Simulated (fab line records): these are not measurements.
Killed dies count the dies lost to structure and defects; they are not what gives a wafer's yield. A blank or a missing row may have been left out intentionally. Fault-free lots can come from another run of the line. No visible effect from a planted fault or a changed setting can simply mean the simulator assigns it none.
What tool caused it?	flow gf180mcu	7 lots, 21 wafers sampled, at 2 steps of a route of 602

== WHAT THE GAUGES READ, wafer by wafer ==
GF_HV_LDD_OVL_MEAS_32.
lot	measured	on	HV_LDD_02_OVL (nm)
L733	day 12 00:53	overlay-02	-1.3 -0.2 -2.2
L735	day 12 11:22	overlay-01	0.7 0.8 0.3
L742	day 14 14:17	overlay-01	0.8 1.2 0.4
L745	day 15 16:40	overlay-02	-0.7 1.0 -0.8
L747	day 16 07:16	overlay-02	2.0 0.6 0.7
L750	day 17 04:25	overlay-01	1.1 1.0 1.4
L752	day 18 00:01	overlay-02	-1.0 -2.3 -1.4

== WHAT TOOL EACH LOT RAN ON (gives the tool, then ch and the chambers of the sampled wafers, and finally the start) ==
lot	GF_HV_LDD_EXPOSE_16
L733	ilineStepper-01 ch 0, day 10 21:11
L735	ilineStepper-01 ch 0, day 11 07:32
L742	ilineStepper-02 ch 0, day 13 06:50
L745	ilineStepper-02 ch 0, day 14 08:17
L747	ilineStepper-02 ch 0, day 14 23:26
L750	ilineStepper-02 ch 0, day 15 19:17
L752	ilineStepper-01 ch 0, day 16 12:35
- GF_HV_LDD_EXPOSE_16: exposes mask Pplus LV AREA, target cd 400 nm.

== THE ANSWER, worked out from the rows above alone ==
Rule: what is usual is taken from the lots themselves. Put in order of their means at a reading, lots are off if they are a third of the lots or fewer, leave a main group of 4 or more, and stand apart from it by a gap of 3 or more times the standard deviation of the main group's means; of several such gaps the widest counts. The tables above print the reading to a certain number of digits; a main group whose means all agree to those digits is not used. Also off: a lot with no number at a reading for which 4 or more lots have one. All remaining lots with rows at the step are treated as sound.
Nothing can be told from this: no lot is off at any reading shown.

== WHAT WAS PUT IN BY THE SIMULATOR ==
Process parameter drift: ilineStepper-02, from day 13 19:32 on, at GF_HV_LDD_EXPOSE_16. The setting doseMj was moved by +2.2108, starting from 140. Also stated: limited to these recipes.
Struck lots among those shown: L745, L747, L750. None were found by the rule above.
